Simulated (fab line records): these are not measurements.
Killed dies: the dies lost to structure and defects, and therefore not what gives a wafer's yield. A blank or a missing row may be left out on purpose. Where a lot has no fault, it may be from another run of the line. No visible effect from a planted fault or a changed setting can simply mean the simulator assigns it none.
Which tool was responsible? / flow sky130 / 14 lots with 42 wafers sampled at 7 steps, on a route of 708 steps

## WHAT EACH GAUGE READ, for each wafer
SKY_SONOS_ONO_THK_MEAS_03.
lot=L367; measured=day 11 15:38; on=filmMetro-02; SONOS_ONO_CVD_02_THK (nm)=10.70 10.62 10.64
lot=L369; measured=day 12 07:28; on=filmMetro-01; SONOS_ONO_CVD_02_THK (nm)=10.39 10.57 10.48
lot=L370; measured=day 12 13:29; on=filmMetro-02; SONOS_ONO_CVD_02_THK (nm)=10.59 10.58 10.55
lot=L371; measured=day 12 18:43; on=filmMetro-02; SONOS_ONO_CVD_02_THK (nm)=10.27 10.48 10.40
lot=L372; measured=day 13 05:25; on=filmMetro-01; SONOS_ONO_CVD_02_THK (nm)=10.62 10.67 10.59
lot=L373; measured=day 13 15:26; on=filmMetro-01; SONOS_ONO_CVD_02_THK (nm)=10.61 10.49 10.59
lot=L374; measured=day 13 21:32; on=filmMetro-02; SONOS_ONO_CVD_02_THK (nm)=10.87 10.97 10.90
lot=L375; measured=day 14 01:00; on=filmMetro-01; SONOS_ONO_CVD_02_THK (nm)=10.47 10.51 10.38
lot=L384; measured=day 17 07:43; on=filmMetro-01; SONOS_ONO_CVD_02_THK (nm)=10.56 10.58 10.60
lot=L385; measured=day 17 21:56; on=filmMetro-02; SONOS_ONO_CVD_02_THK (nm)=10.47 10.55 10.41
lot=L386; measured=day 18 04:25; on=filmMetro-02; SONOS_ONO_CVD_02_THK (nm)=10.60 10.64 10.80
lot=L387; measured=day 18 15:16; on=filmMetro-02; SONOS_ONO_CVD_02_THK (nm)=10.45 10.41 10.42
lot=L388; measured=day 18 22:16; on=filmMetro-04; SONOS_ONO_CVD_02_THK (nm)=10.50 10.70 10.58
lot=L390; measured=day 19 07:23; on=filmMetro-02; SONOS_ONO_CVD_02_THK (nm)=10.67 10.60 10.52

SKY_POLY_GATE_CD_MEAS_22.
lot=L367; measured=day 16 15:14; on=cdSem-02; cdNm (nm)=147.4 148.4 148.3
lot=L369; measured=day 17 07:34; on=cdSem-01; cdNm (nm)=152.3 151.3 149.5
lot=L370; measured=day 17 22:17; on=cdSem-02; cdNm (nm)=151.6 153.4 150.3
lot=L371; measured=day 17 21:24; on=cdSem-02; cdNm (nm)=157.0 150.4 153.4
lot=L372; measured=day 18 16:29; on=cdSem-01; cdNm (nm)=154.0 150.1 150.2
lot=L373; measured=day 18 22:08; on=cdSem-01; cdNm (nm)=152.9 149.6 152.2
lot=L374; measured=day 19 05:14; on=cdSem-01; cdNm (nm)=- - -
lot=L375; measured=day 19 08:04; on=cdSem-01; cdNm (nm)=- - -
lot=L384; measured=day 22 20:41; on=cdSem-02; cdNm (nm)=149.8 154.1 152.8
lot=L385; measured=day 23 09:53; on=cdSem-02; cdNm (nm)=149.0 153.0 151.0
lot=L386; measured=day 23 19:11; on=cdSem-01; cdNm (nm)=152.6 154.0 153.9
lot=L387; measured=day 24 09:18; on=cdSem-01; cdNm (nm)=149.1 146.0 151.4
lot=L388; measured=day 24 23:44; on=cdSem-02; cdNm (nm)=151.6 148.7 148.9
lot=L390; measured=day 24 22:34; on=cdSem-02; cdNm (nm)=155.5 155.3 153.7

## TOOL THAT RAN EACH LOT (tool first, then ch and the chambers of the sampled wafers, then the start)
lot=L367; SKY_VT_ADJUST_NCORE_STRIP_10=plasmaAsher-01 ch 1, day 8 18:22; SKY_VT_ADJUST_HVTR_STRIP_10=plasmaAsher-04 ch 0,1, day 9 16:04; SKY_POLY_GATE_ETCH_15=rieDiel-04 ch 2,3, day 16 12:46; SKY_POLY_GATE_ETCH_16=rieDiel-04 ch 2,3, day 16 12:51; SKY_POLY_GATE_ETCH_17=rieSi-01 ch 1,2,3, day 16 12:56
lot=L369; SKY_VT_ADJUST_NCORE_STRIP_10=plasmaAsher-02 ch 0,1, day 9 04:11; SKY_VT_ADJUST_HVTR_STRIP_10=plasmaAsher-03 ch 0,1, day 10 02:11; SKY_POLY_GATE_ETCH_15=rieDiel-02 ch 0,1,2, day 17 04:13; SKY_POLY_GATE_ETCH_16=rieDiel-02 ch 0,1,2, day 17 04:17; SKY_POLY_GATE_ETCH_17=rieSi-01 ch 0,2,3, day 17 04:23
lot=L370; SKY_VT_ADJUST_NCORE_STRIP_10=plasmaAsher-03 ch 0, day 9 07:10; SKY_VT_ADJUST_HVTR_STRIP_10=plasmaAsher-03 ch 0,1, day 10 06:17; SKY_POLY_GATE_ETCH_15=rieDiel-03 ch 0,1,2, day 17 19:43; SKY_POLY_GATE_ETCH_16=rieDiel-03 ch 0,1,2, day 17 19:49; SKY_POLY_GATE_ETCH_17=rieSi-01 ch 2,3, day 17 19:54
lot=L371; SKY_VT_ADJUST_NCORE_STRIP_10=plasmaAsher-02 ch 0,1, day 9 15:50; SKY_VT_ADJUST_HVTR_STRIP_10=plasmaAsher-03 ch 0,1, day 10 14:37; SKY_POLY_GATE_ETCH_15=rieDiel-04 ch 1,2, day 17 19:22; SKY_POLY_GATE_ETCH_16=rieDiel-04 ch 1,2, day 17 19:27; SKY_POLY_GATE_ETCH_17=rieSi-02 ch 0,1,3, day 17 19:32
lot=L372; SKY_VT_ADJUST_NCORE_STRIP_10=plasmaAsher-02 ch 0, day 10 00:31; SKY_VT_ADJUST_HVTR_STRIP_10=plasmaAsher-02 ch 0,1, day 10 23:08; SKY_POLY_GATE_ETCH_15=rieDiel-02 ch 1,2, day 18 09:22; SKY_POLY_GATE_ETCH_16=rieDiel-02 ch 1,2, day 18 09:27; SKY_POLY_GATE_ETCH_17=rieSi-01 ch 0,1,2, day 18 09:32
lot=L373; SKY_VT_ADJUST_NCORE_STRIP_10=plasmaAsher-01 ch 0,1, day 10 11:17; SKY_VT_ADJUST_HVTR_STRIP_10=plasmaAsher-03 ch 0,1, day 11 08:44; SKY_POLY_GATE_ETCH_15=rieDiel-03 ch 1,3, day 18 16:58; SKY_POLY_GATE_ETCH_16=rieDiel-03 ch 1,3, day 18 17:02; SKY_POLY_GATE_ETCH_17=rieSi-02 ch 0,3, day 18 17:08
lot=L374; SKY_VT_ADJUST_NCORE_STRIP_10=plasmaAsher-02 ch 0,1, day 10 15:59; SKY_VT_ADJUST_HVTR_STRIP_10=plasmaAsher-04 ch 0, day 11 15:31; SKY_POLY_GATE_ETCH_15=rieDiel-02 ch 0,2,3, day 19 02:52; SKY_POLY_GATE_ETCH_16=rieDiel-02 ch 0,2,3, day 19 02:56; SKY_POLY_GATE_ETCH_17=rieSi-01 ch 0,2, day 19 03:02
lot=L375; SKY_VT_ADJUST_NCORE_STRIP_10=plasmaAsher-03 ch 0,1, day 10 19:56; SKY_VT_ADJUST_HVTR_STRIP_10=plasmaAsher-03 ch 0,1, day 11 19:11; SKY_POLY_GATE_ETCH_15=rieDiel-04 ch 0,3, day 19 06:19; SKY_POLY_GATE_ETCH_16=rieDiel-04 ch 0,3, day 19 06:23; SKY_POLY_GATE_ETCH_17=rieSi-02 ch 1,2, day 19 06:29
lot=L384; SKY_VT_ADJUST_NCORE_STRIP_10=plasmaAsher-03 ch 0,1, day 13 15:43; SKY_VT_ADJUST_HVTR_STRIP_10=plasmaAsher-02 ch 1, day 14 18:53; SKY_POLY_GATE_ETCH_15=rieDiel-04 ch 2,3, day 22 18:51; SKY_POLY_GATE_ETCH_16=rieDiel-04 ch 2,3, day 22 18:56; SKY_POLY_GATE_ETCH_17=rieSi-01 ch 0,2, day 22 19:02
lot=L385; SKY_VT_ADJUST_NCORE_STRIP_10=plasmaAsher-02 ch 0,1, day 14 04:16; SKY_VT_ADJUST_HVTR_STRIP_10=plasmaAsher-04 ch 0,1, day 15 07:34; SKY_POLY_GATE_ETCH_15=rieDiel-03 ch 1,2,3, day 23 08:06; SKY_POLY_GATE_ETCH_16=rieDiel-03 ch 1,2,3, day 23 08:11; SKY_POLY_GATE_ETCH_17=rieSi-02 ch 0,2,3, day 23 08:17
lot=L386; SKY_VT_ADJUST_NCORE_STRIP_10=plasmaAsher-01 ch 0,1, day 14 10:35; SKY_VT_ADJUST_HVTR_STRIP_10=plasmaAsher-03 ch 0,1, day 15 13:52; SKY_POLY_GATE_ETCH_15=rieDiel-03 ch 2,3, day 23 17:27; SKY_POLY_GATE_ETCH_16=rieDiel-03 ch 2,3, day 23 17:32; SKY_POLY_GATE_ETCH_17=rieSi-01 ch 1,2, day 23 17:38
lot=L387; SKY_VT_ADJUST_NCORE_STRIP_10=plasmaAsher-03 ch 0,1, day 14 16:46; SKY_VT_ADJUST_HVTR_STRIP_10=plasmaAsher-03 ch 0,1, day 15 20:40; SKY_POLY_GATE_ETCH_15=rieDiel-02 ch 1,2, day 24 07:36; SKY_POLY_GATE_ETCH_16=rieDiel-02 ch 1,2, day 24 07:41; SKY_POLY_GATE_ETCH_17=rieSi-02 ch 0,1,3, day 24 07:47
lot=L388; SKY_VT_ADJUST_NCORE_STRIP_10=plasmaAsher-01 ch 0,1, day 14 22:11; SKY_VT_ADJUST_HVTR_STRIP_10=plasmaAsher-03 ch 0,1, day 16 02:11; SKY_POLY_GATE_ETCH_15=rieDiel-04 ch 0,1,3, day 24 21:35; SKY_POLY_GATE_ETCH_16=rieDiel-04 ch 0,1,3, day 24 21:40; SKY_POLY_GATE_ETCH_17=rieSi-02 ch 0,2,3, day 24 21:46
lot=L390; SKY_VT_ADJUST_NCORE_STRIP_10=plasmaAsher-03 ch 1, day 15 09:35; SKY_VT_ADJUST_HVTR_STRIP_10=plasmaAsher-02 ch 0,1, day 16 14:07; SKY_POLY_GATE_ETCH_15=rieDiel-02 ch 1,3, day 24 20:46; SKY_POLY_GATE_ETCH_16=rieDiel-02 ch 1,3, day 24 20:50; SKY_POLY_GATE_ETCH_17=rieSi-01 ch 0,1,3, day 24 20:56
- SKY_VT_ADJUST_NCORE_STRIP_10: strips in O2/N2.
- SKY_VT_ADJUST_HVTR_STRIP_10: strips in O2/N2.
- SKY_POLY_GATE_ETCH_15: etches BARC in N2/H2, stops on SiO2, time 118.5 s, target depth 110 nm.
- SKY_POLY_GATE_ETCH_16: etches Si3N4 in CH3F/O2, stops on poly-Si, time 147.5 s, target depth 75 nm.
- SKY_POLY_GATE_ETCH_17: etches poly-Si in HBr/Cl2, stops on SiO2, target depth 180 nm, time 70.5 s.

## WHAT THE TOOLS THEMSELVES READ (means of the sampled wafers that have a number; where no wafer has one, the mark that the record gives instead)
SKY_VT_ADJUST_NCORE_STRIP_10.
lot=L367; tool=plasmaAsher-01; chamberPressureMTorr (mTorr)=1500.8; drypumpMotorCurrentA (A)=5.7; oesProductAu (a.u.)=0.716; stripTimeToEndpointS (s)=14.14
lot=L369; tool=plasmaAsher-02; chamberPressureMTorr (mTorr)=1498.6; drypumpMotorCurrentA (A)=5.7; oesProductAu (a.u.)=0.719; stripTimeToEndpointS (s)=14.15
lot=L370; tool=plasmaAsher-03; chamberPressureMTorr (mTorr)=1500.7; drypumpMotorCurrentA (A)=5.3; oesProductAu (a.u.)=0.719; stripTimeToEndpointS (s)=14.24
lot=L371; tool=plasmaAsher-02; chamberPressureMTorr (mTorr)=1500.7; drypumpMotorCurrentA (A)=5.3; oesProductAu (a.u.)=0.715; stripTimeToEndpointS (s)=14.23
lot=L372; tool=plasmaAsher-02; chamberPressureMTorr (mTorr)=1500.1; drypumpMotorCurrentA (A)=4.9; oesProductAu (a.u.)=0.714; stripTimeToEndpointS (s)=14.22
lot=L373; tool=plasmaAsher-01; chamberPressureMTorr (mTorr)=1499.2; drypumpMotorCurrentA (A)=6.0; oesProductAu (a.u.)=0.713; stripTimeToEndpointS (s)=14.20
lot=L374; tool=plasmaAsher-02; chamberPressureMTorr (mTorr)=1501.0; drypumpMotorCurrentA (A)=5.7; oesProductAu (a.u.)=0.717; stripTimeToEndpointS (s)=14.21
lot=L375; tool=plasmaAsher-03; chamberPressureMTorr (mTorr)=1500.7; drypumpMotorCurrentA (A)=5.2; oesProductAu (a.u.)=0.713; stripTimeToEndpointS (s)=14.17
lot=L384; tool=plasmaAsher-03; chamberPressureMTorr (mTorr)=1499.5; drypumpMotorCurrentA (A)=5.3; oesProductAu (a.u.)=0.715; stripTimeToEndpointS (s)=14.16
lot=L385; tool=plasmaAsher-02; chamberPressureMTorr (mTorr)=1499.8; drypumpMotorCurrentA (A)=5.3; oesProductAu (a.u.)=0.715; stripTimeToEndpointS (s)=14.24
lot=L386; tool=plasmaAsher-01; chamberPressureMTorr (mTorr)=1500.1; drypumpMotorCurrentA (A)=5.8; oesProductAu (a.u.)=0.713; stripTimeToEndpointS (s)=14.21
lot=L387; tool=plasmaAsher-03; chamberPressureMTorr (mTorr)=1500.0; drypumpMotorCurrentA (A)=5.3; oesProductAu (a.u.)=0.719; stripTimeToEndpointS (s)=14.25
lot=L388; tool=plasmaAsher-01; chamberPressureMTorr (mTorr)=1499.9; drypumpMotorCurrentA (A)=5.8; oesProductAu (a.u.)=0.715; stripTimeToEndpointS (s)=14.17
lot=L390; tool=plasmaAsher-03; chamberPressureMTorr (mTorr)=1501.1; drypumpMotorCurrentA (A)=5.3; oesProductAu (a.u.)=0.718; stripTimeToEndpointS (s)=14.15

SKY_VT_ADJUST_HVTR_STRIP_10.
lot=L367; tool=plasmaAsher-04; chamberPressureMTorr (mTorr)=1498.6; drypumpMotorCurrentA (A)=6.2; oesProductAu (a.u.)=0.720; stripTimeToEndpointS (s)=14.21
lot=L369; tool=plasmaAsher-03; chamberPressureMTorr (mTorr)=1501.0; drypumpMotorCurrentA (A)=5.3; oesProductAu (a.u.)=0.716; stripTimeToEndpointS (s)=14.21
lot=L370; tool=plasmaAsher-03; chamberPressureMTorr (mTorr)=1499.8; drypumpMotorCurrentA (A)=5.3; oesProductAu (a.u.)=0.714; stripTimeToEndpointS (s)=14.18
lot=L371; tool=plasmaAsher-03; chamberPressureMTorr (mTorr)=1499.1; drypumpMotorCurrentA (A)=5.3; oesProductAu (a.u.)=0.714; stripTimeToEndpointS (s)=14.23
lot=L372; tool=plasmaAsher-02; chamberPressureMTorr (mTorr)=1500.5; drypumpMotorCurrentA (A)=5.3; oesProductAu (a.u.)=0.708; stripTimeToEndpointS (s)=14.19
lot=L373; tool=plasmaAsher-03; chamberPressureMTorr (mTorr)=1500.3; drypumpMotorCurrentA (A)=5.2; oesProductAu (a.u.)=0.717; stripTimeToEndpointS (s)=14.17
lot=L374; tool=plasmaAsher-04; chamberPressureMTorr (mTorr)=1499.8; drypumpMotorCurrentA (A)=6.6; oesProductAu (a.u.)=0.714; stripTimeToEndpointS (s)=14.16
lot=L375; tool=plasmaAsher-03; chamberPressureMTorr (mTorr)=1500.5; drypumpMotorCurrentA (A)=5.2; oesProductAu (a.u.)=0.715; stripTimeToEndpointS (s)=14.15
lot=L384; tool=plasmaAsher-02; chamberPressureMTorr (mTorr)=1499.5; drypumpMotorCurrentA (A)=6.1; oesProductAu (a.u.)=0.714; stripTimeToEndpointS (s)=14.17
lot=L385; tool=plasmaAsher-04; chamberPressureMTorr (mTorr)=1500.2; drypumpMotorCurrentA (A)=6.2; oesProductAu (a.u.)=0.718; stripTimeToEndpointS (s)=14.25
lot=L386; tool=plasmaAsher-03; chamberPressureMTorr (mTorr)=1500.2; drypumpMotorCurrentA (A)=5.2; oesProductAu (a.u.)=0.715; stripTimeToEndpointS (s)=14.15
lot=L387; tool=plasmaAsher-03; chamberPressureMTorr (mTorr)=1499.7; drypumpMotorCurrentA (A)=5.3; oesProductAu (a.u.)=0.715; stripTimeToEndpointS (s)=14.18
lot=L388; tool=plasmaAsher-03; chamberPressureMTorr (mTorr)=1499.0; drypumpMotorCurrentA (A)=5.3; oesProductAu (a.u.)=0.717; stripTimeToEndpointS (s)=14.17
lot=L390; tool=plasmaAsher-02; chamberPressureMTorr (mTorr)=1499.9; drypumpMotorCurrentA (A)=5.3; oesProductAu (a.u.)=0.717; stripTimeToEndpointS (s)=14.18

SKY_POLY_GATE_ETCH_15.
lot=L367; tool=rieDiel-04; biasW (W)=100.1; chamberPressureMTorr (mTorr)=30.005; drypumpMotorCurrentA (A)=5.9; oesProductAu (a.u.)=0.716; throttleValvePct (%)=13.214
lot=L369; tool=rieDiel-02; biasW (W)=100.0; chamberPressureMTorr (mTorr)=30.022; drypumpMotorCurrentA (A)=5.5; oesProductAu (a.u.)=0.714; throttleValvePct (%)=13.220
lot=L370; tool=rieDiel-03; biasW (W)=100.0; chamberPressureMTorr (mTorr)=30.008; drypumpMotorCurrentA (A)=5.7; oesProductAu (a.u.)=0.717; throttleValvePct (%)=13.216
lot=L371; tool=rieDiel-04; biasW (W)=99.7; chamberPressureMTorr (mTorr)=30.018; drypumpMotorCurrentA (A)=5.8; oesProductAu (a.u.)=0.712; throttleValvePct (%)=13.217
lot=L372; tool=rieDiel-02; biasW (W)=100.1; chamberPressureMTorr (mTorr)=29.988; drypumpMotorCurrentA (A)=5.9; oesProductAu (a.u.)=0.713; throttleValvePct (%)=13.206
lot=L373; tool=rieDiel-03; biasW (W)=100.0; chamberPressureMTorr (mTorr)=29.995; drypumpMotorCurrentA (A)=5.2; oesProductAu (a.u.)=0.718; throttleValvePct (%)=13.200
lot=L374; tool=rieDiel-02; biasW (W)=-; chamberPressureMTorr (mTorr)=-; drypumpMotorCurrentA (A)=-; oesProductAu (a.u.)=-; throttleValvePct (%)=-
lot=L375; tool=rieDiel-04; biasW (W)=-; chamberPressureMTorr (mTorr)=-; drypumpMotorCurrentA (A)=-; oesProductAu (a.u.)=-; throttleValvePct (%)=-
lot=L384; tool=rieDiel-04; biasW (W)=100.1; chamberPressureMTorr (mTorr)=30.005; drypumpMotorCurrentA (A)=5.9; oesProductAu (a.u.)=0.715; throttleValvePct (%)=13.198
lot=L385; tool=rieDiel-03; biasW (W)=100.4; chamberPressureMTorr (mTorr)=30.010; drypumpMotorCurrentA (A)=5.5; oesProductAu (a.u.)=0.718; throttleValvePct (%)=13.220
lot=L386; tool=rieDiel-03; biasW (W)=100.1; chamberPressureMTorr (mTorr)=30.006; drypumpMotorCurrentA (A)=5.5; oesProductAu (a.u.)=0.716; throttleValvePct (%)=13.224
lot=L387; tool=rieDiel-02; biasW (W)=99.8; chamberPressureMTorr (mTorr)=29.992; drypumpMotorCurrentA (A)=5.9; oesProductAu (a.u.)=0.717; throttleValvePct (%)=13.217
lot=L388; tool=rieDiel-04; biasW (W)=99.8; chamberPressureMTorr (mTorr)=30.006; drypumpMotorCurrentA (A)=5.7; oesProductAu (a.u.)=0.716; throttleValvePct (%)=13.215
lot=L390; tool=rieDiel-02; biasW (W)=100.2; chamberPressureMTorr (mTorr)=29.997; drypumpMotorCurrentA (A)=6.0; oesProductAu (a.u.)=0.719; throttleValvePct (%)=13.215

SKY_POLY_GATE_ETCH_16.
lot=L367; tool=rieDiel-04; O2_flow_sccm (sccm)=30.02; biasW (W)=79.85; chamberPressureMTorr (mTorr)=25.028; drypumpMotorCurrentA (A)=5.9; oesProductAu (a.u.)=0.639; throttleValvePct (%)=10.543
lot=L369; tool=rieDiel-02; O2_flow_sccm (sccm)=29.99; biasW (W)=80.14; chamberPressureMTorr (mTorr)=24.993; drypumpMotorCurrentA (A)=5.5; oesProductAu (a.u.)=0.643; throttleValvePct (%)=10.530
lot=L370; tool=rieDiel-03; O2_flow_sccm (sccm)=30.02; biasW (W)=79.89; chamberPressureMTorr (mTorr)=24.999; drypumpMotorCurrentA (A)=5.7; oesProductAu (a.u.)=0.646; throttleValvePct (%)=10.536
lot=L371; tool=rieDiel-04; O2_flow_sccm (sccm)=29.93; biasW (W)=79.99; chamberPressureMTorr (mTorr)=24.991; drypumpMotorCurrentA (A)=5.8; oesProductAu (a.u.)=0.638; throttleValvePct (%)=10.529
lot=L372; tool=rieDiel-02; O2_flow_sccm (sccm)=30.02; biasW (W)=79.82; chamberPressureMTorr (mTorr)=25.014; drypumpMotorCurrentA (A)=6.0; oesProductAu (a.u.)=0.641; throttleValvePct (%)=10.530
lot=L373; tool=rieDiel-03; O2_flow_sccm (sccm)=30.00; biasW (W)=80.14; chamberPressureMTorr (mTorr)=24.987; drypumpMotorCurrentA (A)=5.2; oesProductAu (a.u.)=0.647; throttleValvePct (%)=10.528
lot=L374; tool=rieDiel-02; O2_flow_sccm (sccm)=29.96; biasW (W)=79.96; chamberPressureMTorr (mTorr)=24.997; drypumpMotorCurrentA (A)=5.7; oesProductAu (a.u.)=0.373; throttleValvePct (%)=10.491
lot=L375; tool=rieDiel-04; O2_flow_sccm (sccm)=29.99; biasW (W)=80.15; chamberPressureMTorr (mTorr)=24.997; drypumpMotorCurrentA (A)=5.7; oesProductAu (a.u.)=0.375; throttleValvePct (%)=10.502
lot=L384; tool=rieDiel-04; O2_flow_sccm (sccm)=30.02; biasW (W)=80.20; chamberPressureMTorr (mTorr)=25.006; drypumpMotorCurrentA (A)=5.9; oesProductAu (a.u.)=0.635; throttleValvePct (%)=10.538
lot=L385; tool=rieDiel-03; O2_flow_sccm (sccm)=29.97; biasW (W)=80.10; chamberPressureMTorr (mTorr)=25.010; drypumpMotorCurrentA (A)=5.5; oesProductAu (a.u.)=0.640; throttleValvePct (%)=10.537
lot=L386; tool=rieDiel-03; O2_flow_sccm (sccm)=30.07; biasW (W)=80.00; chamberPressureMTorr (mTorr)=25.009; drypumpMotorCurrentA (A)=5.5; oesProductAu (a.u.)=0.639; throttleValvePct (%)=10.541
lot=L387; tool=rieDiel-02; O2_flow_sccm (sccm)=30.00; biasW (W)=79.90; chamberPressureMTorr (mTorr)=25.000; drypumpMotorCurrentA (A)=5.9; oesProductAu (a.u.)=0.637; throttleValvePct (%)=10.532
lot=L388; tool=rieDiel-04; O2_flow_sccm (sccm)=30.01; biasW (W)=80.00; chamberPressureMTorr (mTorr)=24.993; drypumpMotorCurrentA (A)=5.7; oesProductAu (a.u.)=0.636; throttleValvePct (%)=10.534
lot=L390; tool=rieDiel-02; O2_flow_sccm (sccm)=30.06; biasW (W)=79.96; chamberPressureMTorr (mTorr)=24.996; drypumpMotorCurrentA (A)=6.0; oesProductAu (a.u.)=0.646; throttleValvePct (%)=10.533

SKY_POLY_GATE_ETCH_17.
lot=L367; tool=rieSi-01; HBr_flow_sccm (sccm)=150.1; biasW (W)=99.93; chamberPressureMTorr (mTorr)=10.008; drypumpMotorCurrentA (A)=5.9; heBacksideLeakSccm (sccm)=2.8; oesProductAu (a.u.)=1.000; throttleValvePct (%)=33.681
lot=L369; tool=rieSi-01; HBr_flow_sccm (sccm)=150.3; biasW (W)=99.94; chamberPressureMTorr (mTorr)=9.990; drypumpMotorCurrentA (A)=5.9; heBacksideLeakSccm (sccm)=2.9; oesProductAu (a.u.)=1.004; throttleValvePct (%)=33.683
lot=L370; tool=rieSi-01; HBr_flow_sccm (sccm)=149.9; biasW (W)=100.07; chamberPressureMTorr (mTorr)=9.996; drypumpMotorCurrentA (A)=5.9; heBacksideLeakSccm (sccm)=2.7; oesProductAu (a.u.)=1.006; throttleValvePct (%)=33.688
lot=L371; tool=rieSi-02; HBr_flow_sccm (sccm)=150.0; biasW (W)=100.02; chamberPressureMTorr (mTorr)=10.003; drypumpMotorCurrentA (A)=6.0; heBacksideLeakSccm (sccm)=2.4; oesProductAu (a.u.)=0.998; throttleValvePct (%)=33.690
lot=L372; tool=rieSi-01; HBr_flow_sccm (sccm)=149.5; biasW (W)=100.17; chamberPressureMTorr (mTorr)=10.004; drypumpMotorCurrentA (A)=6.0; heBacksideLeakSccm (sccm)=2.7; oesProductAu (a.u.)=0.991; throttleValvePct (%)=33.682
lot=L373; tool=rieSi-02; HBr_flow_sccm (sccm)=149.7; biasW (W)=100.34; chamberPressureMTorr (mTorr)=10.002; drypumpMotorCurrentA (A)=5.9; heBacksideLeakSccm (sccm)=2.3; oesProductAu (a.u.)=0.979; throttleValvePct (%)=33.690
lot=L374; tool=rieSi-01; HBr_flow_sccm (sccm)=149.9; biasW (W)=99.97; chamberPressureMTorr (mTorr)=9.991; drypumpMotorCurrentA (A)=5.9; heBacksideLeakSccm (sccm)=2.7; oesProductAu (a.u.)=0.275; throttleValvePct (%)=33.681
lot=L375; tool=rieSi-02; HBr_flow_sccm (sccm)=149.8; biasW (W)=99.98; chamberPressureMTorr (mTorr)=10.004; drypumpMotorCurrentA (A)=6.2; heBacksideLeakSccm (sccm)=2.6; oesProductAu (a.u.)=0.273; throttleValvePct (%)=33.683
lot=L384; tool=rieSi-01; HBr_flow_sccm (sccm)=149.9; biasW (W)=99.83; chamberPressureMTorr (mTorr)=9.998; drypumpMotorCurrentA (A)=6.0; heBacksideLeakSccm (sccm)=2.7; oesProductAu (a.u.)=1.000; throttleValvePct (%)=33.687
lot=L385; tool=rieSi-02; HBr_flow_sccm (sccm)=150.2; biasW (W)=99.84; chamberPressureMTorr (mTorr)=10.005; drypumpMotorCurrentA (A)=6.2; heBacksideLeakSccm (sccm)=2.6; oesProductAu (a.u.)=0.986; throttleValvePct (%)=33.684
lot=L386; tool=rieSi-01; HBr_flow_sccm (sccm)=149.7; biasW (W)=100.37; chamberPressureMTorr (mTorr)=9.995; drypumpMotorCurrentA (A)=6.0; heBacksideLeakSccm (sccm)=2.6; oesProductAu (a.u.)=0.990; throttleValvePct (%)=33.676
lot=L387; tool=rieSi-02; HBr_flow_sccm (sccm)=150.3; biasW (W)=99.81; chamberPressureMTorr (mTorr)=9.999; drypumpMotorCurrentA (A)=6.0; heBacksideLeakSccm (sccm)=2.4; oesProductAu (a.u.)=0.988; throttleValvePct (%)=33.682
lot=L388; tool=rieSi-02; HBr_flow_sccm (sccm)=149.5; biasW (W)=99.91; chamberPressureMTorr (mTorr)=10.003; drypumpMotorCurrentA (A)=6.2; heBacksideLeakSccm (sccm)=2.6; oesProductAu (a.u.)=0.986; throttleValvePct (%)=33.692
lot=L390; tool=rieSi-01; HBr_flow_sccm (sccm)=150.5; biasW (W)=99.97; chamberPressureMTorr (mTorr)=10.005; drypumpMotorCurrentA (A)=5.9; heBacksideLeakSccm (sccm)=2.9; oesProductAu (a.u.)=0.997; throttleValvePct (%)=33.680

## THE ANSWER, worked out from the rows above alone
Rule: what is usual is taken from the lots themselves. The widest of any qualifying gaps counts: lots, ordered by their means at a reading, are off when they make up no more than a third of the lots, leave a main group of 4 or more, and stand apart from it by 3 or more times the standard deviation of that group's means. The tables above print the reading to a certain number of digits; a main group whose means all agree to those digits is not used. Also off: a lot with no number at a reading for which 4 or more lots have one. Any other lot the step has rows for is counted as sound. After the gauges, taken in route order, come the tools' own readings; for these a lot's mean is taken, as printed above. The first step at which some lot is off is used, and at that step the reading that is off furthest; a lot without a number counts as furthest.
Off, at SKY_POLY_GATE_CD_MEAS_22 on cdNm: L374, L375. Without a number there: L374, L375. Mean 151.5 nm and standard deviation 1.9 in the main group.
If a tool, at a process step before that reading, ran all the lots that are off and no sound lot after the first of them, it fits. Not tried: the gauges at SKY_POLY_GATE_CD_MEAS_22; whatever is off there is also off at SKY_POLY_GATE_ETCH_15, on other tools, and gauge error can't account for it. No candidate that was tried fits.

## WHAT HAD BEEN PUT IN BY THE SIMULATOR
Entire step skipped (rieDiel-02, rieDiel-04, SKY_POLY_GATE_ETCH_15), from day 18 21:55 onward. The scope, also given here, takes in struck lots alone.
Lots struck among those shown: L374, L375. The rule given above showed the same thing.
